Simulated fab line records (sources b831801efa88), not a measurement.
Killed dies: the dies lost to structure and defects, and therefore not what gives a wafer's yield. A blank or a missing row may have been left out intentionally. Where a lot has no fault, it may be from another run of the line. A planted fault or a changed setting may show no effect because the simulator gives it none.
fab line records -- flow sky130
record: lots: 15, wafers: 43, last-day: 50
route steps=708 shown VIA1@471 METAL2@488 VIA2@509 METAL3@532
lots that met no fault: taken from a fault-free run of the same line
start-h: start of the lot's first displayed wafer, in hours after the record's first day -- wait-h: how many hours have passed since the lot's step before this one -- " same as the row above -- L1.1+2: a row that stands for several wafers -- - either no value or no given start -- * or withheld: withheld -- < > ~ a bound
route shown NAME@n: NAME is a module with steps in the file, n the number in the route of the first one -- usual: mean and standard deviation over wafers with no fault -- same: alike in all rows -- chamber/n: place in a boat -- sites: the reading at each site -- _std_site: standard deviation of those values -- _edge_site: outer sites' mean less inner sites' -- radius-mm: how far each site lies from the wafer's centre -- mask NAME#n: copy n -- behind: the last tool/chamber to shape the wafer -- hold: why the lot went on hold/how many hours it stayed there/how the hold came to an end -- device: the transistor (n, p or np) that didn't switch -- end of line: the tests these same wafers got at the end of their route -- step lacking rows: just its recipe -- killed: the dies lost at the first sort to structure and to defects; this is not the yield of the wafer -- map: a wafer's dies, x killed, . not, _ none there
set.NAME: the setting that was run; set.NAME@STEP: the one run at that earlier step -- model.NAME: the simulator's own value behind a step, which no gauge read
a sample of lots followed through the steps of the route, with each step as a table and each wafer as a row
services: a tool's chamber out of use, with start hour (start-h, from the record's first day; less than 0 if before it), hours out, and reason
== steps ==
step: SKY_VIA1_OVL_MEAS_13
usual: VIA1_OVL: 1/6.3
lot.wafer,tool,chamber,start-h,wait-h,VIA1_OVL[nm]
L734.1,overlay-01,-,778.39,0.1,0
L734.3,overlay-01,-,778.39,0.1,7
L734.5,overlay-01,-,778.39,0.1,5
L735.1,overlay-02,-,793.25,0.1,4
L735.3,overlay-02,-,793.25,0.1,5
L735.4,overlay-02,-,793.25,0.1,3
L737.2,overlay-02,-,842.50,0.1,10
L737.3,overlay-02,-,842.50,0.1,-1
L737.5,overlay-02,-,842.50,0.1,-2
L736.3,overlay-02,-,842.81,0.1,4
L736.4,overlay-02,-,842.81,0.1,-2
L736.6,overlay-02,-,842.81,0.1,0
L738.2,overlay-01,-,843.76,0.1,2
L738.3,overlay-01,-,843.76,0.1,-4
L738.4,overlay-01,-,843.76,0.1,2
L740.2,overlay-02,-,845.26,0.1,-3
L740.4,overlay-02,-,845.26,0.1,-3
L740.6,overlay-02,-,845.26,0.1,-5
L741.2,overlay-02,-,846.56,0.1,-8
L741.5,overlay-02,-,846.56,0.1,-9
L741.6,overlay-02,-,846.56,0.1,-12
L739.3,overlay-02,-,848.31,0.1,-4
L739.4,overlay-02,-,848.31,0.1,0
L739.6,overlay-02,-,848.31,0.1,1
L742.3,overlay-02,-,860.86,0.1,11
L742.4,overlay-02,-,860.86,0.1,9
L742.6,overlay-02,-,860.86,0.1,0
L744.1,overlay-02,-,863.29,0.1,6
L744.2,overlay-02,-,863.29,0.1,3
L744.4,overlay-02,-,863.29,0.1,9
L745.2,overlay-02,-,872.62,0.1,7
L745.3,overlay-02,-,872.62,0.1,10
L745.4,overlay-02,-,872.62,0.1,12
L750.1,overlay-01,-,920.34,0.1,-8
L750.2,overlay-01,-,920.34,0.1,-4
L750.4,overlay-01,-,920.34,0.1,-7
L754.3,overlay-02,-,939.92,0.1,-10
L754.5,overlay-02,-,939.92,0.1,-4
L753.4,overlay-02,-,941.21,0.1,-4
L753.6,overlay-02,-,941.21,0.1,-3
L756.2,overlay-01,-,954.70,0.1,4
L756.3,overlay-01,-,954.70,0.1,-3
L756.6,overlay-01,-,954.70,0.1,0
step: SKY_METAL2_RS_MEAS_05
recipe: thk-meas-gauge: four-point-probe, reads: TiN_of_METAL2_SPUTTER_04+Ti_of_METAL2_SPUTTER_03+AlCu_of_METAL2_SPUTTER_02+TiN_of_METAL2_SPUTTER_01+Ti_of_METAL2_SPUTTER_00
usual: METAL2_ALCU_RS: 0.1264/0.0013
lot.wafer,tool,chamber,start-h,wait-h,METAL2_ALCU_RS[ohm/sq]
L734.1,film-metro-02,-,780.32,0.0,0.1277
L734.3,film-metro-02,-,780.32,0.0,0.1274
L734.5,film-metro-02,-,780.32,0.0,0.1262
L735.1,film-metro-02,-,794.74,0.0,0.1266
L735.3,film-metro-02,-,794.74,0.0,0.1243
L735.4,film-metro-02,-,794.74,0.0,0.1258
L737.2,film-metro-04,-,844.00,0.0,0.1297
L737.3,film-metro-04,-,844.00,0.0,0.1295
L737.5,film-metro-04,-,844.00,0.0,0.1303
L736.3,film-metro-03,-,844.33,0.1,0.1260
L736.4,film-metro-03,-,844.33,0.1,0.1258
L736.6,film-metro-03,-,844.33,0.1,0.1264
L738.2,film-metro-04,-,845.26,0.0,0.1268
L738.3,film-metro-04,-,845.26,0.0,0.1257
L738.4,film-metro-04,-,845.26,0.0,0.1267
L740.2,film-metro-03,-,846.76,0.0,0.1269
L740.4,film-metro-03,-,846.76,0.0,0.1271
L740.6,film-metro-03,-,846.76,0.0,0.1264
L741.2,film-metro-04,-,848.06,0.0,0.1279
L741.5,film-metro-04,-,848.06,0.0,0.1283
L741.6,film-metro-04,-,848.06,0.0,0.1289
L739.3,film-metro-03,-,849.83,0.1,0.1253
L739.4,film-metro-03,-,849.83,0.1,0.1260
L739.6,film-metro-03,-,849.83,0.1,0.1271
L742.3,film-metro-02,-,862.37,0.1,0.1262
L742.4,film-metro-02,-,862.37,0.1,0.1257
L742.6,film-metro-02,-,862.37,0.1,0.1256
L744.1,film-metro-04,-,864.78,0.0,0.1262
L744.2,film-metro-04,-,864.78,0.0,0.1264
L744.4,film-metro-04,-,864.78,0.0,0.1267
L745.2,film-metro-03,-,874.13,0.0,0.1265
L745.3,film-metro-03,-,874.13,0.0,0.1260
L745.4,film-metro-03,-,874.13,0.0,0.1263
L750.1,film-metro-04,-,921.94,0.0,0.1266
L750.2,film-metro-04,-,921.94,0.0,0.1267
L750.4,film-metro-04,-,921.94,0.0,0.1267
L754.3,film-metro-02,-,941.43,0.1,0.1280
L754.5,film-metro-02,-,941.43,0.1,0.1274
L753.4,film-metro-04,-,942.80,0.1,0.1255
L753.6,film-metro-04,-,942.80,0.1,0.1264
L756.2,film-metro-02,-,956.38,0.0,0.1258
L756.3,film-metro-02,-,956.38,0.0,0.1246
L756.6,film-metro-02,-,956.38,0.0,0.1261
step: SKY_METAL2_OVL_MEAS_16
usual: METAL2_OVL: 5/4.7
lot.wafer,tool,chamber,start-h,wait-h,METAL2_OVL[nm]
L734.1,overlay-02,-,807.85,0.1,2
L734.3,overlay-02,-,807.85,0.1,3
L734.5,overlay-02,-,807.85,0.1,9
L735.1,overlay-02,-,822.05,0.1,4
L735.3,overlay-02,-,822.05,0.1,6
L735.4,overlay-02,-,822.05,0.1,13
L737.2,overlay-02,-,870.03,0.1,3
L737.3,overlay-02,-,870.03,0.1,2
L737.5,overlay-02,-,870.03,0.1,0
L736.3,overlay-02,-,870.68,0.1,0
L736.4,overlay-02,-,870.68,0.1,-2
L736.6,overlay-02,-,870.68,0.1,-7
L738.2,overlay-02,-,871.26,0.1,8
L738.3,overlay-02,-,871.26,0.1,2
L738.4,overlay-02,-,871.26,0.1,13
L740.2,overlay-01,-,873.01,0.1,6
L740.4,overlay-01,-,873.01,0.1,11
L740.6,overlay-01,-,873.01,0.1,10
L741.2,overlay-02,-,874.46,0.1,7
L741.5,overlay-02,-,874.46,0.1,7
L741.6,overlay-02,-,874.46,0.1,7
L739.3,overlay-01,-,876.28,0.1,4
L739.4,overlay-01,-,876.28,0.1,5
L739.6,overlay-01,-,876.28,0.1,6
L742.3,overlay-01,-,889.48,0.1,4
L742.4,overlay-01,-,889.48,0.1,7
L742.6,overlay-01,-,889.48,0.1,4
L744.1,overlay-02,-,891.36,0.1,5
L744.2,overlay-02,-,891.36,0.1,1
L744.4,overlay-02,-,891.36,0.1,4
L745.2,overlay-02,-,900.58,0.1,12
L745.3,overlay-02,-,900.58,0.1,1
L745.4,overlay-02,-,900.58,0.1,7
L750.1,overlay-01,-,946.05,0.1,11
L750.2,overlay-01,-,946.05,0.1,3
L750.4,overlay-01,-,946.05,0.1,7
L754.3,overlay-01,-,966.67,0.1,3
L754.5,overlay-01,-,966.67,0.1,5
L753.4,overlay-01,-,967.93,0.1,10
L753.6,overlay-01,-,967.93,0.1,1
L756.2,overlay-02,-,981.11,0.1,2
L756.3,overlay-02,-,981.11,0.1,5
L756.6,overlay-02,-,981.11,0.1,-6
step: SKY_VIA2_CMP_02
recipe: material: SiO2, down-force-psi: 4, platen-rpm: 60, pad-velocity-m-s: 0.94248
usual: motor-current-A: 12.6/1.5
lot.wafer,tool,chamber,start-h,wait-h,motor-current-A
L734.3,cmp-02,1,808.98,0.1,12.1
L734.1,cmp-02,2,808.98,0.1,10.8
L734.5,cmp-02,0,808.98,0.1,10.6
L735.3,cmp-01,0,823.05,0.0,11.6
L735.1,cmp-01,1,823.05,0.0,14.2
L735.4,cmp-01,2,823.05,0.0,14.0
L737.3,cmp-01,2,871.11,0.0,13.6
L737.2,cmp-01,0,871.11,0.0,12.1
L737.5,cmp-01,2,871.11,0.0,13.4
L736.3,cmp-01,1,871.88,0.0,14.3
L736.4,cmp-01,2,871.88,0.0,13.7
L736.6,cmp-01,2,871.88,0.0,14.1
L738.2,cmp-01,2,872.25,0.0,14.4
L738.4,cmp-01,3,872.25,0.0,14.8
L738.3,cmp-01,1,872.25,0.0,14.5
L740.2,cmp-01,0,874.17,0.1,11.6
L740.4,cmp-01,1,874.17,0.1,14.3
L740.6,cmp-01,3,874.17,0.1,14.3
L741.2,cmp-02,1,875.55,0.1,11.5
L741.6,cmp-02,3,875.55,0.1,11.7
L741.5,cmp-02,0,875.55,0.1,11.2
L739.4,cmp-02,0,877.42,0.1,10.8
L739.3,cmp-02,1,877.42,0.1,12.5
L739.6,cmp-02,3,877.42,0.1,12.2
L742.3,cmp-01,1,890.82,0.4,14.6
L742.4,cmp-01,2,890.82,0.4,14.0
L742.6,cmp-01,3,890.82,0.4,14.2
L744.1,cmp-01,2,892.40,0.1,12.5
L744.4,cmp-01,3,892.40,0.1,14.9
L744.2,cmp-01,1,892.40,0.1,13.8
L745.4,cmp-02,0,901.57,0.0,11.1
L745.2,cmp-02,1,901.57,0.0,12.0
L745.3,cmp-02,3,901.57,0.0,11.0
L750.1,cmp-01,0,947.06,0.1,11.8
L750.2,cmp-01,1,947.06,0.1,14.7
L750.4,cmp-01,2,947.06,0.1,14.0
L754.3,cmp-01,3,967.81,0.2,15.1
L754.5,cmp-01,0,967.81,0.2,11.1
L753.4,cmp-01,1,969.58,0.2,14.7
L753.6,cmp-01,3,969.58,0.2,15.0
L756.2,cmp-02,0,982.15,0.1,10.6
L756.3,cmp-02,2,982.15,0.1,11.4
L756.6,cmp-02,0,982.15,0.1,10.8
step: SKY_VIA2_ETCH_15
recipe: target: SiO2, chemistry: C4F8/O2/Ar, target-depth-nm: 546, stop-on: TiN, mask-material: KrF-thick, source-w: 1500, bias-w: 1200, pressure-mtorr: 40, c4f8-flow-sccm: withheld, O2_flow_sccm: 6, Ar_flow_sccm: 300, time-s: 84
usual: oes-product-au: 0.940/0.0045
lot.wafer,tool,chamber,start-h,wait-h,oes-product-au,rf-hours-counter-h
L734.1,rie-diel-02,3,835.88,0.0,0.942,13
L734.3,rie-diel-02,0,835.88,0.0,0.936,23
L734.5,rie-diel-02,0,835.88,0.0,0.931,-
L735.1,rie-diel-03,1,849.38,0.0,0.937,25
L735.3,rie-diel-03,3,849.38,0.0,0.944,17
L735.4,rie-diel-03,2,849.38,0.0,0.945,4
L737.2,rie-diel-03,3,898.25,0.0,0.941,19
L737.3,rie-diel-03,2,898.25,0.0,0.944,6
L737.5,rie-diel-03,2,898.25,0.0,0.946,-
L736.3,rie-diel-02,2,898.97,0.0,0.949,15
L736.4,rie-diel-02,0,898.97,0.0,0.943,24
L736.6,rie-diel-02,0,898.97,0.0,0.942,-
L738.2,rie-diel-03,2,899.40,0.0,0.944,6
L738.3,rie-diel-03,0,899.40,0.0,0.936,27
L738.4,rie-diel-03,0,899.40,0.0,0.941,-
L740.2,rie-diel-04,3,901.00,0.0,0.942,20
L740.4,rie-diel-04,2,901.00,0.0,0.946,1
L740.6,rie-diel-04,2,901.00,0.0,0.937,-
L741.2,rie-diel-04,0,902.28,0.0,0.941,5
L741.5,rie-diel-04,0,902.28,0.0,0.931,-
L741.6,rie-diel-04,1,902.28,0.0,0.937,-
L739.3,rie-diel-04,1,905.00,0.0,0.930,12
L739.4,rie-diel-04,0,905.00,0.0,0.935,5
L739.6,rie-diel-04,3,905.00,0.0,0.936,-
L742.3,rie-diel-04,2,916.95,0.0,0.940,1
L742.4,rie-diel-04,2,916.95,0.0,0.944,-
L742.6,rie-diel-04,0,916.95,0.0,0.943,-
L744.1,rie-diel-03,2,918.09,0.0,0.938,7
L744.2,rie-diel-03,3,918.09,0.0,0.931,19
L744.4,rie-diel-03,2,918.09,0.0,0.943,-
L745.2,rie-diel-02,1,926.62,0.0,0.930,8
L745.3,rie-diel-02,2,926.62,0.0,0.940,16
L745.4,rie-diel-02,0,926.62,0.0,0.937,25
L750.1,rie-diel-03,2,972.65,0.0,0.938,9
L750.2,rie-diel-03,1,972.65,0.0,0.938,1
L750.4,rie-diel-03,1,972.65,0.0,0.992,-
L754.3,rie-diel-03,1,991.37,0.0,1.001,2
L754.5,rie-diel-03,1,991.37,0.0,0.939,-
L753.4,rie-diel-04,3,994.02,0.0,0.999,1
L753.6,rie-diel-04,3,994.02,0.0,0.940,-
L756.2,rie-diel-03,2,1005.77,0.0,0.935,11
L756.3,rie-diel-03,0,1005.77,0.0,0.949,1
L756.6,rie-diel-03,1,1005.77,0.0,0.934,-
step: SKY_METAL3_SPUTTER_00
recipe: material: Ti, target-thk-nm: 15, power-w: 3000, time-s: 10, chamber-pressure-pa: 0.4
usual: chamber-pressure-pa: 0.4001/0.00074, throttle-valve-pct: 29.8/1.2
lot.wafer,tool,chamber,start-h,wait-h,chamber-pressure-pa,throttle-valve-pct
L734.1,pvd-sputter-04,-,837.21,0.2,0.4007,31.3
L734.3,pvd-sputter-04,-,837.21,0.2,0.3995,31.2
L734.5,pvd-sputter-04,-,837.21,0.2,0.4003,31.4
L735.1,pvd-sputter-03,-,850.71,0.1,0.3991,27.8
L735.3,pvd-sputter-03,-,850.71,0.1,0.3997,30.3
L735.4,pvd-sputter-03,-,850.71,0.1,0.3995,28.3
L737.2,pvd-sputter-03,-,899.58,0.2,0.4004,28.0
L737.3,pvd-sputter-03,-,899.58,0.2,0.4007,28.7
L737.5,pvd-sputter-03,-,899.58,0.2,0.4003,30.5
L736.3,pvd-sputter-03,-,900.30,0.2,0.3983,30.5
L736.4,pvd-sputter-03,-,900.30,0.2,0.4011,27.8
L736.6,pvd-sputter-03,-,900.30,0.2,0.3998,30.2
L738.2,pvd-sputter-04,-,900.73,0.1,0.4003,31.1
L738.3,pvd-sputter-04,-,900.73,0.1,0.3976,29.9
L738.4,pvd-sputter-04,-,900.73,0.1,0.4005,30.3
L740.2,pvd-sputter-03,-,902.33,0.1,0.4002,30.2
L740.4,pvd-sputter-03,-,902.33,0.1,0.3994,30.4
L740.6,pvd-sputter-03,-,902.33,0.1,0.3989,30.5
L741.2,pvd-sputter-01,-,903.95,0.1,0.4003,28.0
L741.5,pvd-sputter-01,-,903.95,0.1,0.4012,29.7
L741.6,pvd-sputter-01,-,903.95,0.1,0.3982,30.6
L739.3,pvd-sputter-01,-,906.44,0.2,0.4009,30.4
L739.4,pvd-sputter-01,-,906.44,0.2,0.3995,28.1
L739.6,pvd-sputter-01,-,906.44,0.2,0.3997,28.2
L742.3,pvd-sputter-03,-,918.36,0.2,0.3997,30.3
L742.4,pvd-sputter-03,-,918.36,0.2,0.4006,27.7
L742.6,pvd-sputter-03,-,918.36,0.2,0.4006,28.2
L744.1,pvd-sputter-03,-,919.52,0.2,0.4022,30.5
L744.2,pvd-sputter-03,-,919.52,0.2,0.4001,28.4
L744.4,pvd-sputter-03,-,919.52,0.2,0.3999,30.7
L745.2,pvd-sputter-01,-,927.99,0.2,0.4011,29.6
L745.3,pvd-sputter-01,-,927.99,0.2,0.4007,28.0
L745.4,pvd-sputter-01,-,927.99,0.2,0.3990,30.3
L750.1,pvd-sputter-03,-,974.13,0.1,0.4004,28.5
L750.2,pvd-sputter-03,-,974.13,0.1,0.4005,30.1
L754.5,pvd-sputter-03,-,992.71,0.0,0.4004,28.1
L753.6,pvd-sputter-01,-,995.36,0.1,0.4009,29.4
L756.2,pvd-sputter-04,-,1007.10,0.2,0.3994,29.9
L756.3,pvd-sputter-04,-,1007.10,0.2,0.3996,31.2
L756.6,pvd-sputter-04,-,1007.10,0.2,0.3994,29.8
step: SKY_METAL3_SPUTTER_01
recipe: material: TiN, target-thk-nm: 20, power-w: 6500, time-s: 16.7, chamber-pressure-pa: 0.4
usual: chamber-pressure-pa: 0.4001/0.00083, throttle-valve-pct: 29.8/1.2
lot.wafer,tool,chamber,start-h,wait-h,chamber-pressure-pa,throttle-valve-pct
L734.1,pvd-sputter-04,-,837.23,0.0,0.4016,31.2
L734.3,pvd-sputter-04,-,837.23,0.0,0.4012,31.4
L734.5,pvd-sputter-04,-,837.23,0.0,0.4009,31.4
L735.1,pvd-sputter-03,-,850.73,0.0,0.4004,27.8
L735.3,pvd-sputter-03,-,850.73,0.0,0.4018,30.2
L735.4,pvd-sputter-03,-,850.73,0.0,0.3990,28.0
L737.2,pvd-sputter-03,-,899.60,0.0,0.3991,28.3
L737.3,pvd-sputter-03,-,899.60,0.0,0.4002,28.5
L737.5,pvd-sputter-03,-,899.60,0.0,0.4006,30.2
L736.3,pvd-sputter-03,-,900.32,0.0,0.3996,30.7
L736.4,pvd-sputter-03,-,900.32,0.0,0.3996,27.9
L736.6,pvd-sputter-03,-,900.32,0.0,0.4005,30.4
L738.2,pvd-sputter-04,-,900.75,0.0,0.4007,31.4
L738.3,pvd-sputter-04,-,900.75,0.0,0.4006,29.8
L738.4,pvd-sputter-04,-,900.75,0.0,0.3991,30.5
L740.2,pvd-sputter-03,-,902.35,0.0,0.4000,30.4
L740.4,pvd-sputter-03,-,902.35,0.0,0.3996,30.6
L740.6,pvd-sputter-03,-,902.35,0.0,0.3986,30.8
L741.2,pvd-sputter-01,-,903.97,0.0,0.4002,28.1
L741.5,pvd-sputter-01,-,903.97,0.0,0.4000,29.6
L741.6,pvd-sputter-01,-,903.97,0.0,0.4010,30.4
L739.3,pvd-sputter-01,-,906.46,0.0,0.3996,30.5
L739.4,pvd-sputter-01,-,906.46,0.0,0.4001,28.3
L739.6,pvd-sputter-01,-,906.46,0.0,0.3993,28.2
L742.3,pvd-sputter-03,-,918.39,0.0,0.4012,30.6
L742.4,pvd-sputter-03,-,918.39,0.0,0.3998,28.0
L742.6,pvd-sputter-03,-,918.39,0.0,0.4015,27.9
L744.1,pvd-sputter-03,-,919.55,0.0,0.3986,30.5
L744.2,pvd-sputter-03,-,919.55,0.0,0.3992,28.7
L744.4,pvd-sputter-03,-,919.55,0.0,0.4013,30.8
L745.2,pvd-sputter-01,-,928.02,0.0,0.3992,29.7
L745.3,pvd-sputter-01,-,928.02,0.0,0.4003,27.8
L745.4,pvd-sputter-01,-,928.02,0.0,0.4001,30.5
L750.1,pvd-sputter-03,-,974.15,0.0,0.4005,28.6
L750.2,pvd-sputter-03,-,974.15,0.0,0.3991,30.3
L754.5,pvd-sputter-03,-,992.73,0.0,0.4011,27.9
L753.6,pvd-sputter-01,-,995.38,0.0,0.4001,29.5
L756.2,pvd-sputter-04,-,1007.12,0.0,0.3986,29.8
L756.3,pvd-sputter-04,-,1007.12,0.0,0.4006,31.1
L756.6,pvd-sputter-04,-,1007.12,0.0,0.3989,29.8
== services ==
tool,chamber,start-h,hours,kind
pvd-sputter-03,-,794.92,6.0,repair
cmp-01,-,802.36,3.0,repair
cmp-02,-,804.24,1.8,repair
cmp-02,-,817.19,6.6,pm
rie-diel-04,2,820.89,9.6,repair
cmp-01,-,834.26,2.6,repair
rie-diel-02,0,840.91,13.5,repair
rie-diel-03,2,849.94,5.9,repair
rie-diel-04,2,860.65,4.4,repair
cmp-02,-,868.94,3.0,repair
rie-diel-02,-,869.87,0.5,repair
rie-diel-03,1,873.04,58.2,repair
rie-diel-02,-,886.91,0.9,repair
cmp-02,-,888.41,8.2,pm
cmp-01,-,893.89,1.3,repair
pvd-sputter-01,-,911.04,14.2,repair
rie-diel-04,3,912.71,7.0,repair
rie-diel-03,0,914.45,4.4,repair
cmp-02,-,919.52,4.0,pm
rie-diel-04,3,920.05,5.9,repair
pvd-sputter-03,-,945.81,0.8,repair
rie-diel-04,3,948.60,7.6,repair
rie-diel-03,3,959.79,83.3,repair
rie-diel-02,0,1000.56,2.1,repair
== key ==
first-sign: step: SKY_VIA2_ETCH_15, reading: oes-product-au, direction: up, sigmas: 13, usual: 0.940, struck: 0.997
effect: step: SKY_METAL3_SPUTTER_00, reading: visit, direction: missing
effect: step: SKY_METAL3_SPUTTER_01, reading: visit, direction: missing
met-at SKY_VIA2_CMP_02
struck-lots L750,L753,L754
struck-wafers L750.4,L753.4,L754.3
later-rows-left-out L750.4,L753.4,L754.3
sort-left-out L750.4,L753.4,L754.3
not-acting-at SKY_VIA1_OVL_MEAS_13,SKY_METAL2_RS_MEAS_05,SKY_METAL2_OVL_MEAS_16
onset-between 892.40 947.06
fault: kind: process-parameter-drift, tool: cmp-01, chamber: -, onset-h: 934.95, steps: SKY_VIA2_CMP_02, channel: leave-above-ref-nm, offset: 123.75, shape: step, end-h: 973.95, scope: struck-wafers-only, acts-in: these-recipes-only, stated: 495
sort-left-out: the simulated sort isn't trusted on such a fault, so these wafers' sort isn't shown, and their yield isn't known
later-rows-left-out: the simulator's readings of these wafers behind a module that went badly wrong aren't trusted and aren't shown, but for the sort
